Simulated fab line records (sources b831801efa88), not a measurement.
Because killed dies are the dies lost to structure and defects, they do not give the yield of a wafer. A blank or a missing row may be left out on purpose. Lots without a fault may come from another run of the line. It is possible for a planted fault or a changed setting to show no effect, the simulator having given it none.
Which tool was responsible? :: flow sky130 :: 24 lots, 72 wafers sampled, at 6 steps of a route of 708

WHAT THE GAUGES SHOWED, per wafer
SKY_DNWELL_TW_MEAS_09. Usual: DNWELL_TW 1113, standard deviation 7.8.
lot: L074
measured: day 3 05:29
on: film metro-02
DNWELL_TW: 1110 1110 1109
flag: 

lot: L075
measured: day 3 11:05
on: film metro-01
DNWELL_TW: 1123 1129 1126
flag: 

lot: L076
measured: day 3 15:38
on: film metro-01
DNWELL_TW: 1127 1123 1123
flag: 

lot: L077
measured: day 3 19:55
on: film metro-03
DNWELL_TW: 1111 1113 1109
flag: 

lot: L078
measured: day 4 03:55
on: film metro-01
DNWELL_TW: 1118 1125 1119
flag: 

lot: L079
measured: day 4 06:51
on: film metro-03
DNWELL_TW: 1117 1110 1112
flag: 

lot: L080
measured: day 4 11:11
on: film metro-01
DNWELL_TW: 1123 1115 1122
flag: 

lot: L081
measured: day 4 15:52
on: film metro-03
DNWELL_TW: 1110 1110 1114
flag: 

lot: L082
measured: day 5 00:38
on: film metro-02
DNWELL_TW: 1104 1109 1108
flag: 

lot: L083
measured: day 5 05:47
on: film metro-03
DNWELL_TW: 1106 1106 1098
flag: 

lot: L084
measured: day 5 08:14
on: film metro-03
DNWELL_TW: 1113 1113 1112
flag: 

lot: L085
measured: day 5 14:35
on: film metro-01
DNWELL_TW: 1124 1126 1128
flag: 

lot: L086
measured: day 5 20:53
on: film metro-03
DNWELL_TW: 1110 1100 1107
flag: 

lot: L087
measured: day 6 01:50
on: film metro-02
DNWELL_TW: 1116 1113 1119
flag: 

lot: L088
measured: day 6 06:47
on: film metro-01
DNWELL_TW: 1111 1110 1107
flag: 

lot: L089
measured: day 6 11:58
on: film metro-02
DNWELL_TW: 1104 1108 1107
flag: 

lot: L090
measured: day 6 18:57
on: film metro-02
DNWELL_TW: 1112 1108 1117
flag: 

lot: L091
measured: day 7 00:12
on: film metro-02
DNWELL_TW: 1104 1108 1106
flag: 

lot: L092
measured: day 7 07:02
on: film metro-01
DNWELL_TW: 1118 1126 1124
flag: 

lot: L093
measured: day 7 09:12
on: film metro-02
DNWELL_TW: 1108 1113 1107
flag: 

lot: L094
measured: day 7 16:41
on: film metro-03
DNWELL_TW: 1100 1099 1103
flag: 

lot: L095
measured: day 7 20:41
on: film metro-01
DNWELL_TW: 1128 1117 1120
flag: 

lot: L096
measured: day 8 02:11
on: film metro-03
DNWELL_TW: 1103 1106 1101
flag: 

lot: L097
measured: day 8 06:08
on: film metro-02
DNWELL_TW: 1111 1107 1106
flag: 

SKY_SONOS_TUNNEL_OVL_MEAS_08. Usual: SONOS_TUNNEL_OVL 0.6 nm, standard deviation 1.5.
lot: L074
measured: day 11 13:39
on: overlay-01
SONOS_TUNNEL_OVL (nm): 0.6 0.0 -0.5
flag: 

lot: L075
measured: day 11 21:34
on: overlay-02
SONOS_TUNNEL_OVL (nm): -2.5 -3.6 -0.1
flag: 

lot: L076
measured: day 12 02:05
on: overlay-02
SONOS_TUNNEL_OVL (nm): 0.2 1.0 -1.2
flag: 

lot: L077
measured: day 12 06:18
on: overlay-01
SONOS_TUNNEL_OVL (nm): 1.1 -0.7 0.8
flag: 

lot: L078
measured: day 12 17:30
on: overlay-01
SONOS_TUNNEL_OVL (nm): 1.1 -0.4 1.3
flag: 

lot: L079
measured: day 12 23:02
on: overlay-02
SONOS_TUNNEL_OVL (nm): 0.8 1.3 1.1
flag: 

lot: L080
measured: day 13 05:37
on: overlay-01
SONOS_TUNNEL_OVL (nm): 1.9 -0.1 0.9
flag: 

lot: L081
measured: day 13 13:45
on: overlay-02
SONOS_TUNNEL_OVL (nm): 2.2 1.5 -1.3
flag: 

lot: L082
measured: day 14 03:10
on: overlay-01
SONOS_TUNNEL_OVL (nm): 0.5 -0.8 -0.4
flag: 

lot: L083
measured: day 14 07:35
on: overlay-01
SONOS_TUNNEL_OVL (nm): 0.4 0.5 1.7
flag: 

lot: L084
measured: day 14 18:32
on: overlay-02
SONOS_TUNNEL_OVL (nm): 1.7 3.3 2.3
flag: 

lot: L085
measured: day 14 21:54
on: overlay-02
SONOS_TUNNEL_OVL (nm): -1.1 0.2 -2.7
flag: 

lot: L086
measured: day 15 09:34
on: overlay-01
SONOS_TUNNEL_OVL (nm): 1.5 2.1 4.2
flag: 

lot: L087
measured: day 15 14:38
on: overlay-01
SONOS_TUNNEL_OVL (nm): -2.3 -0.1 -1.5
flag: 

lot: L088
measured: day 15 23:19
on: overlay-02
SONOS_TUNNEL_OVL (nm): -0.6 1.3 2.1
flag: 

lot: L089
measured: day 16 05:52
on: overlay-02
SONOS_TUNNEL_OVL (nm): -1.6 -1.1 -0.5
flag: 

lot: L090
measured: day 16 16:29
on: overlay-01
SONOS_TUNNEL_OVL (nm): -0.2 1.3 0.6
flag: 

lot: L091
measured: day 17 02:25
on: overlay-01
SONOS_TUNNEL_OVL (nm): 2.8 -0.2 2.3
flag: 

lot: L092
measured: day 17 11:18
on: overlay-01
SONOS_TUNNEL_OVL (nm): 1.2 0.3 2.0
flag: 

lot: L093
measured: day 17 15:52
on: overlay-01
SONOS_TUNNEL_OVL (nm): 2.3 4.2 1.9
flag: 

lot: L094
measured: day 18 02:15
on: overlay-01
SONOS_TUNNEL_OVL (nm): 0.5 -0.4 -0.9
flag: 

lot: L095
measured: day 18 08:33
on: overlay-02
SONOS_TUNNEL_OVL (nm): 0.3 -0.8 0.7
flag: 

lot: L096
measured: day 18 16:36
on: overlay-01
SONOS_TUNNEL_OVL (nm): 1.5 -0.1 0.4
flag: 

lot: L097
measured: day 18 20:30
on: overlay-02
SONOS_TUNNEL_OVL (nm): 3.5 0.0 0.5
flag: 

SKY_POLY_GATE_THK_MEAS_04. Usual: POLY_GATE_CVD_03_THK 75.4 nm, standard deviation 0.59.
lot: L074
measured: day 15 08:50
on: film metro-04
POLY_GATE_CVD_03_THK (nm): 74.2 74.7 74.6
flag: 

lot: L075
measured: day 15 19:34
on: film metro-04
POLY_GATE_CVD_03_THK (nm): 76.8 75.9 76.2
flag: 

lot: L076
measured: day 16 00:18
on: film metro-03
POLY_GATE_CVD_03_THK (nm): 75.0 75.1 74.7
flag: 

lot: L077
measured: day 16 07:34
on: film metro-03
POLY_GATE_CVD_03_THK (nm): 75.1 75.4 75.1
flag: 

lot: L078
measured: day 16 16:39
on: film metro-04
POLY_GATE_CVD_03_THK (nm): 75.2 74.7 75.0
flag: 

lot: L079
measured: day 16 22:47
on: film metro-04
POLY_GATE_CVD_03_THK (nm): 74.8 75.0 74.3
flag: 

lot: L080
measured: day 17 06:46
on: film metro-04
POLY_GATE_CVD_03_THK (nm): 76.4 75.9 75.4
flag: 

lot: L081
measured: day 17 16:44
on: film metro-03
POLY_GATE_CVD_03_THK (nm): 75.4 75.4 75.4
flag: 

lot: L082
measured: day 18 09:32
on: film metro-03
POLY_GATE_CVD_03_THK (nm): 75.0 75.8 74.8
flag: 

lot: L083
measured: day 18 10:53
on: film metro-03
POLY_GATE_CVD_03_THK (nm): 75.0 74.9 75.2
flag: 

lot: L084
measured: day 18 21:12
on: film metro-02
POLY_GATE_CVD_03_THK (nm): 75.4 75.7 75.6
flag: 

lot: L085
measured: day 19 04:14
on: film metro-02
POLY_GATE_CVD_03_THK (nm): 75.5 74.9 74.5
flag: 

lot: L086
measured: day 19 17:39
on: film metro-03
POLY_GATE_CVD_03_THK (nm): 76.6 75.7 75.6
flag: 

lot: L087
measured: day 20 00:49
on: film metro-02
POLY_GATE_CVD_03_THK (nm): 75.3 75.1 75.4
flag: 

lot: L088
measured: day 20 09:04
on: film metro-03
POLY_GATE_CVD_03_THK (nm): 75.1 75.3 74.9
flag: 

lot: L089
measured: day 20 19:38
on: film metro-04
POLY_GATE_CVD_03_THK (nm): 75.3 76.0 74.8
flag: 

lot: L090
measured: day 21 02:03
on: film metro-03
POLY_GATE_CVD_03_THK (nm): 77.2 76.8 76.4
flag: 

lot: L091
measured: day 21 14:55
on: film metro-04
POLY_GATE_CVD_03_THK (nm): 75.4 75.6 75.4
flag: 

lot: L092
measured: day 21 23:04
on: film metro-03
POLY_GATE_CVD_03_THK (nm): 74.5 75.5 74.5
flag: 

lot: L093
measured: day 22 03:07
on: film metro-04
POLY_GATE_CVD_03_THK (nm): 75.7 75.0 74.9
flag: 

lot: L094
measured: day 22 13:23
on: film metro-04
POLY_GATE_CVD_03_THK (nm): 74.5 75.3 75.4
flag: 

lot: L095
measured: day 22 19:44
on: film metro-04
POLY_GATE_CVD_03_THK (nm): 75.1 75.6 75.6
flag: 

lot: L096
measured: day 23 02:31
on: film metro-03
POLY_GATE_CVD_03_THK (nm): 76.3 76.1 75.3
flag: 

lot: L097
measured: day 23 06:17
on: film metro-04
POLY_GATE_CVD_03_THK (nm): 75.2 75.7 75.3
flag: 

EACH LOT AND THE TOOL THAT RAN IT (in order: tool; ch and the chambers of the sampled wafers; start)
lot: L074
SKY_FIELD_ISO_ETCH_17: rie si-01 ch 0,1, day 2 06:38
SKY_NWELL_STRIP_14: plasma asher-04 ch 0,1, day 4 15:37
SKY_NWELL_RTA_28: rtp anneal-02 ch 0, day 5 09:26

lot: L075
SKY_FIELD_ISO_ETCH_17: rie si-01 ch 1,2,3, day 2 12:38
SKY_NWELL_STRIP_14: plasma asher-04 ch 0,1, day 4 22:08
SKY_NWELL_RTA_28: rtp anneal-01 ch 0, day 5 16:24

lot: L076
SKY_FIELD_ISO_ETCH_17: rie si-02 ch 0,2,3, day 2 16:51
SKY_NWELL_STRIP_14: plasma asher-03 ch 0,1, day 5 02:07
SKY_NWELL_RTA_28: rtp anneal-01 ch 0, day 5 20:28

lot: L077
SKY_FIELD_ISO_ETCH_17: rie si-01 ch 0,2,3, day 2 20:30
SKY_NWELL_STRIP_14: plasma asher-04 ch 0,1, day 5 06:22
SKY_NWELL_RTA_28: rtp anneal-02 ch 0, day 6 01:11

lot: L078
SKY_FIELD_ISO_ETCH_17: rie si-01 ch 0,1,3, day 3 02:00
SKY_NWELL_STRIP_14: plasma asher-03 ch 0,1, day 5 14:58
SKY_NWELL_RTA_28: rtp anneal-02 ch 0, day 6 10:14

lot: L079
SKY_FIELD_ISO_ETCH_17: rie si-02 ch 0,1,2, day 3 06:17
SKY_NWELL_STRIP_14: plasma asher-04 ch 0,1, day 5 17:55
SKY_NWELL_RTA_28: rtp anneal-02 ch 0, day 6 13:11

lot: L080
SKY_FIELD_ISO_ETCH_17: rie si-01 ch 1,2,3, day 3 11:33
SKY_NWELL_STRIP_14: plasma asher-01 ch 0,1, day 5 22:43
SKY_NWELL_RTA_28: rtp anneal-01 ch 0, day 6 17:44

lot: L081
SKY_FIELD_ISO_ETCH_17: rie si-01 ch 0,1,2, day 3 16:21
SKY_NWELL_STRIP_14: plasma asher-03 ch 0,1, day 6 04:19
SKY_NWELL_RTA_28: rtp anneal-02 ch 0, day 6 23:05

lot: L082
SKY_FIELD_ISO_ETCH_17: rie si-02 ch 0,2, day 3 23:26
SKY_NWELL_STRIP_14: plasma asher-01 ch 0,1, day 6 13:33
SKY_NWELL_RTA_28: rtp anneal-02 ch 0, day 7 09:15

lot: L083
SKY_FIELD_ISO_ETCH_17: rie si-02 ch 0,3, day 4 04:59
SKY_NWELL_STRIP_14: plasma asher-04 ch 0,1, day 6 18:49
SKY_NWELL_RTA_28: rtp anneal-01 ch 0, day 7 14:09

lot: L084
SKY_FIELD_ISO_ETCH_17: rie si-01 ch 0,2,3, day 4 08:53
SKY_NWELL_STRIP_14: plasma asher-03 ch 0,1, day 7 00:39
SKY_NWELL_RTA_28: rtp anneal-01 ch 0, day 7 20:43

lot: L085
SKY_FIELD_ISO_ETCH_17: rie si-01 ch 0,1, day 4 14:28
SKY_NWELL_STRIP_14: plasma asher-03 ch 1, day 7 03:40
SKY_NWELL_RTA_28: rtp anneal-01 ch 0, day 8 00:11

lot: L086
SKY_FIELD_ISO_ETCH_17: rie si-01 ch 0,2,3, day 4 19:37
SKY_NWELL_STRIP_14: plasma asher-03 ch 0,1, day 7 11:13
SKY_NWELL_RTA_28: rtp anneal-02 ch 0, day 8 07:53

lot: L087
SKY_FIELD_ISO_ETCH_17: rie si-01 ch 1,2,3, day 5 01:20
SKY_NWELL_STRIP_14: plasma asher-04 ch 0,1, day 7 16:46
SKY_NWELL_RTA_28: rtp anneal-02 ch 0, day 8 13:00

lot: L088
SKY_FIELD_ISO_ETCH_17: rie si-02 ch 0,1, day 5 05:50
SKY_NWELL_STRIP_14: plasma asher-01 ch 0,1, day 7 22:13
SKY_NWELL_RTA_28: rtp anneal-01 ch 0, day 8 18:58

lot: L089
SKY_FIELD_ISO_ETCH_17: rie si-01 ch 1,2,3, day 5 10:02
SKY_NWELL_STRIP_14: plasma asher-04 ch 0,1, day 8 04:39
SKY_NWELL_RTA_28: rtp anneal-02 ch 0, day 9 01:47

lot: L090
SKY_FIELD_ISO_ETCH_17: rie si-01 ch 1,2,3, day 5 16:56
SKY_NWELL_STRIP_14: plasma asher-03 ch 0,1, day 8 10:52
SKY_NWELL_RTA_28: rtp anneal-02 ch 0, day 9 08:26

lot: L091
SKY_FIELD_ISO_ETCH_17: rie si-02 ch 0,1,3, day 5 21:47
SKY_NWELL_STRIP_14: plasma asher-04 ch 0,1, day 8 17:07
SKY_NWELL_RTA_28: rtp anneal-01 ch 0, day 9 15:32

lot: L092
SKY_FIELD_ISO_ETCH_17: rie si-02 ch 0,1,2, day 6 04:23
SKY_NWELL_STRIP_14: plasma asher-01 ch 0, day 9 01:25
SKY_NWELL_RTA_28: rtp anneal-01 ch 0, day 9 23:49

lot: L093
SKY_FIELD_ISO_ETCH_17: rie si-01 ch 0,1,3, day 6 07:08
SKY_NWELL_STRIP_14: plasma asher-03 ch 0,1, day 9 02:49
SKY_NWELL_RTA_28: rtp anneal-02 ch 0, day 10 01:14

lot: L094
SKY_FIELD_ISO_ETCH_17: rie si-01 ch 0,2,3, day 6 12:44
SKY_NWELL_STRIP_14: plasma asher-03 ch 0,1, day 9 10:52
SKY_NWELL_RTA_28: rtp anneal-01 ch 0, day 10 09:43

lot: L095
SKY_FIELD_ISO_ETCH_17: rie si-01 ch 1,2,3, day 6 17:41
SKY_NWELL_STRIP_14: plasma asher-04 ch 0,1, day 9 15:43
SKY_NWELL_RTA_28: rtp anneal-01 ch 0, day 10 15:08

lot: L096
SKY_FIELD_ISO_ETCH_17: rie si-02 ch 1,2,3, day 6 22:59
SKY_NWELL_STRIP_14: plasma asher-04 ch 0,1, day 9 21:39
SKY_NWELL_RTA_28: rtp anneal-02 ch 0, day 10 20:25

lot: L097
SKY_FIELD_ISO_ETCH_17: rie si-01 ch 0,2,3, day 7 04:27
SKY_NWELL_STRIP_14: plasma asher-04 ch 0,1, day 10 02:37
SKY_NWELL_RTA_28: rtp anneal-01 ch 0, day 11 02:02
- SKY_FIELD_ISO_ETCH_17: etches Si in HBr/Cl2/O2, target depth 342 nm, time 97.7 s.
- SKY_NWELL_STRIP_14: strips in O2/N2.
- SKY_NWELL_RTA_28: time 30 s.

AS READ BY THE TOOLS THEMSELVES (means over the sampled wafers that have a number; for cases with no such wafer, the mark the record gives instead)
SKY_FIELD_ISO_ETCH_17. Usual: chamber pressure mTorr 15.000 mTorr, standard deviation 0.013; drypump motor current A 5.8 A, standard deviation 0.41; he backside leak sccm 2.74 sccm, standard deviation 0.23; oes product au 1.004 a.u., standard deviation 0.015; throttle valve pct 25.653 %, standard deviation 0.014.
lot: L074
tool: rie si-01
chamber pressure mTorr (mTorr): 14.988
drypump motor current A (A): 6.2
he backside leak sccm (sccm): 2.81
oes product au (a.u.): 0.986
throttle valve pct (%): 25.664
flag: 

lot: L075
tool: rie si-01
chamber pressure mTorr (mTorr): 15.018
drypump motor current A (A): 5.8
he backside leak sccm (sccm): 2.87
oes product au (a.u.): 0.998
throttle valve pct (%): 25.669
flag: 

lot: L076
tool: rie si-02
chamber pressure mTorr (mTorr): 15.001
drypump motor current A (A): 5.7
he backside leak sccm (sccm): 2.63
oes product au (a.u.): 1.008
throttle valve pct (%): 25.648
flag: 

lot: L077
tool: rie si-01
chamber pressure mTorr (mTorr): 15.009
drypump motor current A (A): 5.8
he backside leak sccm (sccm): 2.77
oes product au (a.u.): 1.005
throttle valve pct (%): 25.654
flag: 

lot: L078
tool: rie si-01
chamber pressure mTorr (mTorr): 15.005
drypump motor current A (A): 5.8
he backside leak sccm (sccm): 2.89
oes product au (a.u.): 0.992
throttle valve pct (%): 25.661
flag: 

lot: L079
tool: rie si-02
chamber pressure mTorr (mTorr): 14.989
drypump motor current A (A): 5.7
he backside leak sccm (sccm): 2.68
oes product au (a.u.): 1.022
throttle valve pct (%): 25.631
flag: 

lot: L080
tool: rie si-01
chamber pressure mTorr (mTorr): 14.998
drypump motor current A (A): 5.8
he backside leak sccm (sccm): 2.79
oes product au (a.u.): 0.997
throttle valve pct (%): 25.652
flag: 

lot: L081
tool: rie si-01
chamber pressure mTorr (mTorr): 14.991
drypump motor current A (A): 6.2
he backside leak sccm (sccm): 2.82
oes product au (a.u.): 0.991
throttle valve pct (%): 25.661
flag: 

lot: L082
tool: rie si-02
chamber pressure mTorr (mTorr): 14.994
drypump motor current A (A): 5.7
he backside leak sccm (sccm): 2.60
oes product au (a.u.): 1.012
throttle valve pct (%): 25.640
flag: 

lot: L083
tool: rie si-02
chamber pressure mTorr (mTorr): 14.994
drypump motor current A (A): 5.9
he backside leak sccm (sccm): 2.65
oes product au (a.u.): 1.015
throttle valve pct (%): 25.640
flag: 

lot: L084
tool: rie si-01
chamber pressure mTorr (mTorr): 15.008
drypump motor current A (A): 5.8
he backside leak sccm (sccm): 2.76
oes product au (a.u.): 1.006
throttle valve pct (%): 25.654
flag: 

lot: L085
tool: rie si-01
chamber pressure mTorr (mTorr): 14.992
drypump motor current A (A): 6.2
he backside leak sccm (sccm): 2.74
oes product au (a.u.): 0.990
throttle valve pct (%): 25.664
flag: 

lot: L086
tool: rie si-01
chamber pressure mTorr (mTorr): 14.998
drypump motor current A (A): 5.8
he backside leak sccm (sccm): 2.86
oes product au (a.u.): 1.012
throttle valve pct (%): 25.646
flag: 

lot: L087
tool: rie si-01
chamber pressure mTorr (mTorr): 14.998
drypump motor current A (A): 5.8
he backside leak sccm (sccm): 2.60
oes product au (a.u.): 0.996
throttle valve pct (%): 25.661
flag: 

lot: L088
tool: rie si-02
chamber pressure mTorr (mTorr): 15.001
drypump motor current A (A): 5.9
he backside leak sccm (sccm): 2.66
oes product au (a.u.): 1.001
throttle valve pct (%): 25.649
flag: 

lot: L089
tool: rie si-01
chamber pressure mTorr (mTorr): 15.015
drypump motor current A (A): 5.8
he backside leak sccm (sccm): 2.92
oes product au (a.u.): 1.009
throttle valve pct (%): 25.656
flag: 

lot: L090
tool: rie si-01
chamber pressure mTorr (mTorr): 14.997
drypump motor current A (A): 5.8
he backside leak sccm (sccm): 3.35
oes product au (a.u.): 0.999
throttle valve pct (%): 25.645
flag: 

lot: L091
tool: rie si-02
chamber pressure mTorr (mTorr): 14.999
drypump motor current A (A): 5.9
he backside leak sccm (sccm): 2.68
oes product au (a.u.): 1.009
throttle valve pct (%): 25.643
flag: 

lot: L092
tool: rie si-02
chamber pressure mTorr (mTorr): 15.004
drypump motor current A (A): 5.7
he backside leak sccm (sccm): 2.51
oes product au (a.u.): 1.014
throttle valve pct (%): 25.651
flag: 

lot: L093
tool: rie si-01
chamber pressure mTorr (mTorr): 14.988
drypump motor current A (A): 5.9
he backside leak sccm (sccm): 2.70
oes product au (a.u.): 1.001
throttle valve pct (%): 25.662
flag: 

lot: L094
tool: rie si-01
chamber pressure mTorr (mTorr): 15.001
drypump motor current A (A): 5.8
he backside leak sccm (sccm): 2.85
oes product au (a.u.): 1.007
throttle valve pct (%): 25.643
flag: 

lot: L095
tool: rie si-01
chamber pressure mTorr (mTorr): 14.989
drypump motor current A (A): 5.8
he backside leak sccm (sccm): 2.81
oes product au (a.u.): 1.006
throttle valve pct (%): 25.651
flag: 

lot: L096
tool: rie si-02
chamber pressure mTorr (mTorr): 15.005
drypump motor current A (A): 5.7
he backside leak sccm (sccm): 2.60
oes product au (a.u.): 1.018
throttle valve pct (%): 25.642
flag: 

lot: L097
tool: rie si-01
chamber pressure mTorr (mTorr): 15.002
drypump motor current A (A): 5.8
he backside leak sccm (sccm): 2.72
oes product au (a.u.): 1.005
throttle valve pct (%): 25.654
flag: 

SKY_NWELL_STRIP_14. Usual: chamber pressure mTorr 1500.0 mTorr, standard deviation 1.4; drypump motor current A 5.4 A, standard deviation 0.57; oes product au 0.707 a.u., standard deviation 0.0051; strip time to endpoint s 36.96 s, standard deviation 0.1.
lot: L074
tool: plasma asher-04
chamber pressure mTorr (mTorr): 1500.3
drypump motor current A (A): 5.3
oes product au (a.u.): 0.711
strip time to endpoint s (s): 36.76
flag: 

lot: L075
tool: plasma asher-04
chamber pressure mTorr (mTorr): 1500.5
drypump motor current A (A): 5.3
oes product au (a.u.): 0.703
strip time to endpoint s (s): 37.00
flag: 

lot: L076
tool: plasma asher-03
chamber pressure mTorr (mTorr): 1501.7
drypump motor current A (A): 5.5
oes product au (a.u.): 0.709
strip time to endpoint s (s): 36.98
flag: 

lot: L077
tool: plasma asher-04
chamber pressure mTorr (mTorr): 1499.8
drypump motor current A (A): 5.3
oes product au (a.u.): 0.709
strip time to endpoint s (s): 36.89
flag: 

lot: L078
tool: plasma asher-03
chamber pressure mTorr (mTorr): 1499.3
drypump motor current A (A): 5.4
oes product au (a.u.): 0.704
strip time to endpoint s (s): 36.90
flag: 

lot: L079
tool: plasma asher-04
chamber pressure mTorr (mTorr): 1500.3
drypump motor current A (A): 5.1
oes product au (a.u.): 0.708
strip time to endpoint s (s): 36.99
flag: 

lot: L080
tool: plasma asher-01
chamber pressure mTorr (mTorr): 1501.9
drypump motor current A (A): 5.3
oes product au (a.u.): 0.713
strip time to endpoint s (s): 36.91
flag: 

lot: L081
tool: plasma asher-03
chamber pressure mTorr (mTorr): 1498.7
drypump motor current A (A): 5.4
oes product au (a.u.): 0.708
strip time to endpoint s (s): 36.97
flag: 

lot: L082
tool: plasma asher-01
chamber pressure mTorr (mTorr): 1500.7
drypump motor current A (A): 5.1
oes product au (a.u.): 0.707
strip time to endpoint s (s): 36.92
flag: 

lot: L083
tool: plasma asher-04
chamber pressure mTorr (mTorr): 1500.3
drypump motor current A (A): 5.3
oes product au (a.u.): 0.710
strip time to endpoint s (s): 36.95
flag: 

lot: L084
tool: plasma asher-03
chamber pressure mTorr (mTorr): 1499.1
drypump motor current A (A): 5.4
oes product au (a.u.): 0.701
strip time to endpoint s (s): 37.14
flag: 

lot: L085
tool: plasma asher-03
chamber pressure mTorr (mTorr): 1500.0
drypump motor current A (A): 4.9
oes product au (a.u.): 0.705
strip time to endpoint s (s): 36.90
flag: 

lot: L086
tool: plasma asher-03
chamber pressure mTorr (mTorr): 1497.8
drypump motor current A (A): 5.4
oes product au (a.u.): 0.704
strip time to endpoint s (s): 37.01
flag: 

lot: L087
tool: plasma asher-04
chamber pressure mTorr (mTorr): 1498.4
drypump motor current A (A): 5.2
oes product au (a.u.): 0.705
strip time to endpoint s (s): 36.76
flag: 

lot: L088
tool: plasma asher-01
chamber pressure mTorr (mTorr): 1500.0
drypump motor current A (A): 5.4
oes product au (a.u.): 0.708
strip time to endpoint s (s): 36.91
flag: 

lot: L089
tool: plasma asher-04
chamber pressure mTorr (mTorr): 1500.4
drypump motor current A (A): 5.3
oes product au (a.u.): 0.704
strip time to endpoint s (s): 36.97
flag: 

lot: L090
tool: plasma asher-03
chamber pressure mTorr (mTorr): 1501.0
drypump motor current A (A): 6.0
oes product au (a.u.): 0.706
strip time to endpoint s (s): 36.93
flag: 

lot: L091
tool: plasma asher-04
chamber pressure mTorr (mTorr): 1499.4
drypump motor current A (A): 5.3
oes product au (a.u.): 0.707
strip time to endpoint s (s): 37.08
flag: 

lot: L092
tool: plasma asher-01
chamber pressure mTorr (mTorr): 1499.1
drypump motor current A (A): 4.8
oes product au (a.u.): 0.706
strip time to endpoint s (s): 37.00
flag: 

lot: L093
tool: plasma asher-03
chamber pressure mTorr (mTorr): 1500.5
drypump motor current A (A): 5.4
oes product au (a.u.): 0.711
strip time to endpoint s (s): 36.96
flag: 

lot: L094
tool: plasma asher-03
chamber pressure mTorr (mTorr): 1499.4
drypump motor current A (A): 6.0
oes product au (a.u.): 0.708
strip time to endpoint s (s): 37.16
flag: 

lot: L095
tool: plasma asher-04
chamber pressure mTorr (mTorr): 1499.6
drypump motor current A (A): 5.3
oes product au (a.u.): 0.707
strip time to endpoint s (s): 37.04
flag: 

lot: L096
tool: plasma asher-04
chamber pressure mTorr (mTorr): 1500.4
drypump motor current A (A): 5.3
oes product au (a.u.): 0.706
strip time to endpoint s (s): 36.95
flag: 

lot: L097
tool: plasma asher-04
chamber pressure mTorr (mTorr): 1500.4
drypump motor current A (A): 5.2
oes product au (a.u.): 0.709
strip time to endpoint s (s): 37.03
flag: 

SKY_NWELL_RTA_28. Usual: anneal temp c max 1056.3, standard deviation 1.4; lamp power pct 25.30 %, standard deviation 0.052; wafer_temp_C_max 1054.9, standard deviation 1.
lot: L074
tool: rtp anneal-02
anneal temp c max: 1056.7
lamp power pct (%): 25.34
wafer_temp_C_max: 1054.5
flag: 

lot: L075
tool: rtp anneal-01
anneal temp c max: 1055.3
lamp power pct (%): 25.34
wafer_temp_C_max: 1056.3
flag: 

lot: L076
tool: rtp anneal-01
anneal temp c max: 1054.3
lamp power pct (%): 25.33
wafer_temp_C_max: 1055.0
flag: 

lot: L077
tool: rtp anneal-02
anneal temp c max: 1057.8
lamp power pct (%): 25.35
wafer_temp_C_max: 1055.1
flag: 

lot: L078
tool: rtp anneal-02
anneal temp c max: 1056.8
lamp power pct (%): 25.32
wafer_temp_C_max: 1054.9
flag: 

lot: L079
tool: rtp anneal-02
anneal temp c max: 1057.0
lamp power pct (%): 25.28
wafer_temp_C_max: 1054.5
flag: 

lot: L080
tool: rtp anneal-01
anneal temp c max: 1055.5
lamp power pct (%): 25.30
wafer_temp_C_max: 1055.1
flag: 

lot: L081
tool: rtp anneal-02
anneal temp c max: 1057.7
lamp power pct (%): 25.33
wafer_temp_C_max: 1054.8
flag: 

lot: L082
tool: rtp anneal-02
anneal temp c max: 1056.6
lamp power pct (%): 25.32
wafer_temp_C_max: 1055.1
flag: 

lot: L083
tool: rtp anneal-01
anneal temp c max: 1055.5
lamp power pct (%): 25.29
wafer_temp_C_max: 1054.9
flag: 

lot: L084
tool: rtp anneal-01
anneal temp c max: 1055.3
lamp power pct (%): 25.24
wafer_temp_C_max: 1055.4
flag: 

lot: L085
tool: rtp anneal-01
anneal temp c max: 1055.2
lamp power pct (%): 25.26
wafer_temp_C_max: 1055.7
flag: 

lot: L086
tool: rtp anneal-02
anneal temp c max: 1056.5
lamp power pct (%): 25.26
wafer_temp_C_max: 1054.3
flag: 

lot: L087
tool: rtp anneal-02
anneal temp c max: 1057.0
lamp power pct (%): 25.37
wafer_temp_C_max: 1054.8
flag: 

lot: L088
tool: rtp anneal-01
anneal temp c max: 1056.4
lamp power pct (%): 25.33
wafer_temp_C_max: 1054.4
flag: 

lot: L089
tool: rtp anneal-02
anneal temp c max: 1057.2
lamp power pct (%): 25.31
wafer_temp_C_max: 1053.9
flag: 

lot: L090
tool: rtp anneal-02
anneal temp c max: 1057.2
lamp power pct (%): 25.33
wafer_temp_C_max: 1054.8
flag: 

lot: L091
tool: rtp anneal-01
anneal temp c max: 1054.5
lamp power pct (%): 25.27
wafer_temp_C_max: 1054.1
flag: 

lot: L092
tool: rtp anneal-01
anneal temp c max: 1055.7
lamp power pct (%): 25.27
wafer_temp_C_max: 1054.8
flag: 

lot: L093
tool: rtp anneal-02
anneal temp c max: 1058.0
lamp power pct (%): 25.30
wafer_temp_C_max: 1055.3
flag: 

lot: L094
tool: rtp anneal-01
anneal temp c max: 1054.7
lamp power pct (%): 25.37
wafer_temp_C_max: 1055.3
flag: 

lot: L095
tool: rtp anneal-01
anneal temp c max: 1055.3
lamp power pct (%): 25.27
wafer_temp_C_max: 1054.1
flag: 

lot: L096
tool: rtp anneal-02
anneal temp c max: 1056.7
lamp power pct (%): 25.28
wafer_temp_C_max: 1054.4
flag: 

lot: L097
tool: rtp anneal-01
anneal temp c max: 1055.4
lamp power pct (%): 25.32
wafer_temp_C_max: 1055.2
flag: 

THE ANSWER, worked out from the rows above alone
Rule: lot off if the mean of its wafers having a number is beyond 3 standard deviations from the usual mean. Also off: a lot with no number at a reading for which 4 or more lots have one. Where the step has rows for the other lots, those lots are counted as sound. Order of review: gauges by route order, followed by the tools' own readings, for which a lot's mean as printed above is used. The first step at which some lot is off is used, and at that step the reading that is off furthest; a lot without a number counts as furthest.
No lot is off at any reading shown: from this, nothing can be told.

WHAT HAD BEEN PUT IN BY THE SIMULATOR
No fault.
